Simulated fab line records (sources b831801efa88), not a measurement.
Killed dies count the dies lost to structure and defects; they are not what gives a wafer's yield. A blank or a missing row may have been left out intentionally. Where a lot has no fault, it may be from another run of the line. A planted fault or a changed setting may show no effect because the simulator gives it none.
fab line records    flow sky130    part 2 of 2: steps 26 to 36 of 36
record: lots: 5  wafers: 15  last-day: 50
route steps=708 shown METAL2@498 VIA2@507 METAL3@532
lots untouched by any fault: they come from a run of this same line in which no faults occurred
start-h: the number of hours between the record's first day and the start of the first shown wafer of the lot    wait-h: how many hours have passed since the lot's step before this one    " repeats the value in the row above    L1.1+2: a row that stands for several wafers    - value missing, or start not given    * or withheld: withheld    < > ~ a bound
route shown NAME@n: names a module that has steps shown in the file, with the first one's number in the route    usual: mean/standard deviation of fault-free wafers    same: alike in all rows    chamber/n: place in a boat    sites: each site's reading    _std_site: the values' standard deviation    _edge_site: outer sites' mean less inner sites'    radius-mm: for every site, how far away it sits from the centre of the wafer    mask NAME#n: copy n    behind: the last tool/chamber to shape the wafer    hold: what put the lot on hold/how long, in hours/how the hold closed    device: which transistor (n, p or np) failed to switch    end of line: tests of these same wafers at the route's end    where a step has no rows: the recipe by itself    killed: the dies lost at the first sort to structure and to defects; this is not the yield of the wafer    map: the dies of a wafer, with x for killed, . for not killed, _ for no die there
set.NAME: the setting that was run; set.NAME@STEP: the one run at that earlier step    model.NAME: the simulator's own value behind a step, which no gauge read
lots at some steps of the route; a table a step, a row a wafer
services: when a tool's chamber went out of use (start-h, in hours from the record's first day, below 0 if earlier), for how many hours, and the reason
== steps ==
step: SKY_VIA2_STRIP_16
recipe: chemistry: O2/N2  power-w: 1400  pressure-mtorr: 1500  platen-temp-c: withheld  o2-flow-sccm: 3000  n2-flow-sccm: 300  overash-fraction: 0.5
usual: drypump-motor-current-A: 6.0/0.55  o2-flow-sccm: 3000/8.9  oes-product-au: 0.399/0.0042  strip-time-to-endpoint-s: 4.057/0.028
lot.wafer  tool             chamber  start-h  wait-h  drypump-motor-current-A  o2-flow-sccm  oes-product-au  rf-hours-counter-h  strip-time-to-endpoint-s
L076.1     plasma-asher-02  0        858.75   0.0     5.0                      3010          0.402           107                 4.033
L076.2     "                1        "        "       5.6                      2993          0.401           107                 4.065
L076.3     "                1        "        "       5.6                      2995          0.392           -                   4.061
L078.2     plasma-asher-04  0        889.43   0.0     6.4                      2999          0.397           43                  4.069
L078.4     "                0        "        "       6.4                      2998          0.393           -                   4.034
L078.6     "                1        "        "       6.6                      2998          0.396           -                   4.012
L087.2     plasma-asher-01  0        938.19   0.0     6.3                      2987          0.401           20                  4.038
L087.4     "                1        "        "       5.4                      2991          0.405           -                   4.086
L087.5     "                0        "        "       6.3                      2989          0.394           -                   4.066
L090.2     plasma-asher-01  1        963.74   0.0     5.4                      3012          0.396           22                  4.025
L090.3     "                0        "        "       6.4                      2997          0.403           -                   4.052
L090.4     "                1        "        "       5.3                      2993          0.402           -                   4.029
L097.3     plasma-asher-04  0        1007.02  0.1     6.4                      3016          0.404           -                   4.054
L097.4     "                1        "        "       6.6                      3008          0.398           -                   3.999
L097.5     "                1        "        "       6.6                      3013          0.393           -                   4.024
step: SKY_VIA2_STRIP_17
recipe: chemistry: post-etch-residue-remover  time-s: 1200  temp-c: 72.5
lot.wafer   tool          chamber  start-h  wait-h
L076.1+2+3  wet-bench-01  1        858.85   0.1
L078.2+4+6  wet-bench-04  1        889.53   0.1
L087.2+4+5  wet-bench-02  1        938.29   0.1
L090.2+3+4  wet-bench-04  2        963.84   0.1
L097.3+4+5  wet-bench-02  0        1007.08  0.0
step: SKY_VIA2_CLEAN_18
recipe: chemistry: IPA  time-s: 180  temp-c: 25
lot.wafer   tool          chamber  start-h  wait-h
L076.1+2+3  wet-bench-04  1        859.19   0.0
L078.2+4+6  wet-bench-01  1        889.88   0.0
L087.2+4+5  wet-bench-04  2        938.70   0.0
L090.2+3+4  wet-bench-02  1        964.18   0.0
L097.3+4+5  wet-bench-01  1        1007.43  0.0
step: SKY_VIA2_CLEAN_19
recipe: chemistry: O3/DIW  dry: n2-spin
lot.wafer   tool          chamber  start-h  wait-h
L076.1+2+3  wet-bench-04  2        859.25   0.0
L078.2+4+6  wet-bench-02  3        889.94   0.0
L087.2+4+5  wet-bench-01  2        938.76   0.0
L090.2+3+4  wet-bench-04  2        964.25   0.0
L097.3+4+5  wet-bench-04  2        1007.48  0.0
step: SKY_VIA2_SPUTTER_20
recipe: material: TiN  target-thk-nm: 20  chamber-pressure-pa: 5  power-w: 4000  time-s: 80
usual: throttle-valve-pct: 30.4/0.88
lot.wafer  tool            chamber  start-h  wait-h  throttle-valve-pct
L076.1     pvd-sputter-03  -        859.34   0.0     30.8
L076.2     "               -        "        "       30.3
L076.3     "               -        "        "       31.0
L078.2     pvd-sputter-04  -        890.04   0.0     30.4
L078.4     "               -        "        "       30.4
L078.6     "               -        "        "       30.6
L087.2     pvd-sputter-03  -        938.85   0.0     30.7
L087.4     "               -        "        "       30.5
L087.5     "               -        "        "       30.3
L090.2     pvd-sputter-01  -        964.34   0.0     28.6
L090.3     "               -        "        "       28.0
L090.4     "               -        "        "       29.0
L097.3     pvd-sputter-04  -        1007.58  0.0     30.4
L097.4     "               -        "        "       31.6
L097.5     "               -        "        "       31.0
step: SKY_VIA2_CVD_21
recipe: material: W  target-thk-nm: 420  time-s: 126.4  temp-c: 400  pressure-torr: 40
usual: chamber-pressure-Torr: 40.00/0.085  heater-power-w: 875/92
lot.wafer  tool      chamber  start-h  wait-h  chamber-pressure-Torr  heater-power-w
L076.1     cvd-w-01  0        859.40   0.0     40.02                  820
L076.2     "         1        "        "       40.07                  832
L076.3     "         1        "        "       39.99                  849
L078.2     cvd-w-01  0        890.11   0.0     39.89                  836
L078.4     "         1        "        "       40.00                  818
L078.6     "         0        "        "       39.92                  820
L087.2     cvd-w-01  1        938.95   0.1     40.00                  807
L087.4     "         1        "        "       40.05                  788
L087.5     "         1        "        "       40.02                  826
L090.2     cvd-w-02  1        964.40   0.0     40.04                  825
L090.3     "         1        "        "       40.02                  859
L090.4     "         0        "        "       40.07                  1042
L097.3     cvd-w-02  0        1007.68  0.1     39.90                  1025
L097.4     "         1        "        "       40.09                  839
L097.5     "         1        "        "       39.96                  830
step: SKY_VIA2_RS_MEAS_22
recipe: thk-meas-gauge: four-point-probe  reads: W_of_VIA2_CVD_21+TiN_of_VIA2_SPUTTER_20
usual: VIA2_W_RS: 0.273/0.0037
lot.wafer  tool           chamber  start-h  wait-h  VIA2_W_RS[ohm/sq]
L076.1     film-metro-03  -        859.53   0.1     0.269
L076.2     "              -        "        "       0.272
L076.3     "              -        "        "       0.273
L078.2     film-metro-04  -        890.26   0.1     0.274
L078.4     "              -        "        "       0.274
L078.6     "              -        "        "       0.273
L087.2     film-metro-04  -        939.19   0.2     0.282
L087.4     "              -        "        "       0.276
L087.5     "              -        "        "       0.279
L090.2     film-metro-01  -        964.55   0.1     0.274
L090.3     "              -        "        "       0.276
L090.4     "              -        "        "       0.271
L097.3     film-metro-01  -        1007.81  0.1     0.270
L097.4     "              -        "        "       0.269
L097.5     "              -        "        "       0.271
step: SKY_VIA2_THK_MEAS_23
recipe: thk-meas-gauge: xrf  reads: W_of_VIA2_CVD_21
usual: VIA2_W_THK: 421/7.5
lot.wafer  tool           chamber  start-h  wait-h  VIA2_W_THK[nm]
L076.1     film-metro-03  -        859.65   0.1     421
L076.2     "              -        "        "       415
L076.3     "              -        "        "       415
L078.2     film-metro-04  -        890.37   0.1     416
L078.4     "              -        "        "       418
L078.6     "              -        "        "       420
L087.2     film-metro-04  -        939.30   0.1     401
L087.4     "              -        "        "       410
L087.5     "              -        "        "       406
L090.2     film-metro-01  -        964.66   0.1     420
L090.3     "              -        "        "       416
L090.4     "              -        "        "       425
L097.3     film-metro-01  -        1007.91  0.1     428
L097.4     "              -        "        "       430
L097.5     "              -        "        "       426
step: SKY_VIA2_CMP_24
recipe: stop-on: SiO2  t-overpolish-s: 20  down-force-psi: 3.5  platen-rpm: 60  target-thk-nm: 0  pad-velocity-m-s: 0.94248
usual: motor-current-A: 10.9/0.91  overpolish-run-s: 20.000/0.009  time-to-endpoint-s: 103/3.9
same: t-overpolish-s: 20
lot.wafer  tool    chamber  start-h  wait-h  motor-current-A  overpolish-run-s  time-to-endpoint-s
L076.1     cmp-01  3        859.71   0.1     11.5             20.001            108
L076.2     "       1        "        "       9.8              20.001            110
L076.3     "       2        "        "       9.4              19.999            102
L078.4     cmp-01  2        890.52   0.1     10.5             19.999            103
L078.2     "       3        "        "       11.1             19.994            106
L078.6     "       1        "        "       9.7              19.989            105
L087.4     cmp-01  2        939.45   0.1     10.0             19.980            102
L087.2     "       3        "        "       11.7             20.006            101
L087.5     "       0        "        "       11.0             20.012            98
L090.3     cmp-01  0        964.71   0.0     10.5             19.997            103
L090.2     "       2        "        "       9.3              19.993            104
L090.4     "       3        "        "       11.4             19.995            107
L097.4     cmp-02  1        1008.00  0.1     11.3             19.994            106
L097.3     "       3        "        "       12.1             19.984            102
L097.5     "       0        "        "       12.0             20.001            104
step: SKY_METAL3_SPUTTER_00
recipe: material: Ti  target-thk-nm: 15  power-w: 3000  time-s: 9.789  chamber-pressure-pa: 0.4
usual: throttle-valve-pct: 30.6/0.61
lot.wafer  tool            chamber  start-h  wait-h  throttle-valve-pct
L076.1     pvd-sputter-02  -        860.01   0.2     28.8
L076.2     "               -        "        "       30.4
L076.3     "               -        "        "       30.8
L078.2     pvd-sputter-02  -        890.72   0.1     31.3
L078.4     "               -        "        "       30.3
L078.6     "               -        "        "       30.4
L087.2     pvd-sputter-04  -        939.65   0.1     30.3
L087.4     "               -        "        "       30.5
L087.5     "               -        "        "       30.2
L090.2     pvd-sputter-04  -        965.01   0.1     30.3
L090.3     "               -        "        "       31.1
L090.4     "               -        "        "       31.8
L097.3     pvd-sputter-03  -        1008.25  0.1     30.9
L097.4     "               -        "        "       30.7
L097.5     "               -        "        "       31.0
step: SKY_METAL3_SPUTTER_01
recipe: material: TiN  target-thk-nm: 20  power-w: 6500  time-s: 16.7  chamber-pressure-pa: 0.4
usual: throttle-valve-pct: 30.6/0.62
lot.wafer  tool            chamber  start-h  wait-h  throttle-valve-pct
L076.1     pvd-sputter-02  -        860.03   0.0     29.1
L076.2     "               -        "        "       30.3
L076.3     "               -        "        "       31.0
L078.2     pvd-sputter-02  -        890.74   0.0     30.8
L078.4     "               -        "        "       30.4
L078.6     "               -        "        "       30.4
L087.2     pvd-sputter-04  -        939.67   0.0     30.4
L087.4     "               -        "        "       30.3
L087.5     "               -        "        "       30.2
L090.2     pvd-sputter-04  -        965.03   0.0     30.3
L090.3     "               -        "        "       31.1
L090.4     "               -        "        "       31.3
L097.3     pvd-sputter-03  -        1008.27  0.0     30.7
L097.4     "               -        "        "       30.6
L097.5     "               -        "        "       30.9
== services ==
tool             chamber  start-h  hours  kind
rie-diel-03      0        811.11   44.7   repair
rie-diel-03      -        817.02   0.5    repair
rie-diel-03      1        820.16   5.5    repair
wet-bench-03     -        840.83   11.8   repair
pvd-sputter-02   -        848.31   1.7    repair
rie-diel-04      2        855.28   1.4    repair
rie-diel-04      -        866.69   2.8    pm
rie-diel-04      -        892.32   0.1    repair
cmp-01           -        897.71   6.7    pm
cmp-01           -        910.08   3.5    repair
wet-bench-03     -        914.68   1.7    repair
rie-metal-03     0        921.33   12.8   repair
rie-diel-04      2        923.76   13.4   repair
krf-scanner-01   -        930.51   0.8    pm
krf-scanner-01   -        934.86   1.0    pm
rie-diel-03      2        939.01   9.2    repair
wet-bench-01     -        940.19   0.5    repair
rie-metal-03     0        955.49   9.2    repair
rie-diel-04      3        959.86   4.7    repair
krf-scanner-01   -        963.13   1.3    pm
pvd-sputter-03   -        964.07   7.3    repair
rie-diel-04      -        976.32   2.4    repair
cmp-01           -        984.95   4.6    repair
plasma-asher-01  -        991.52   1.2    repair
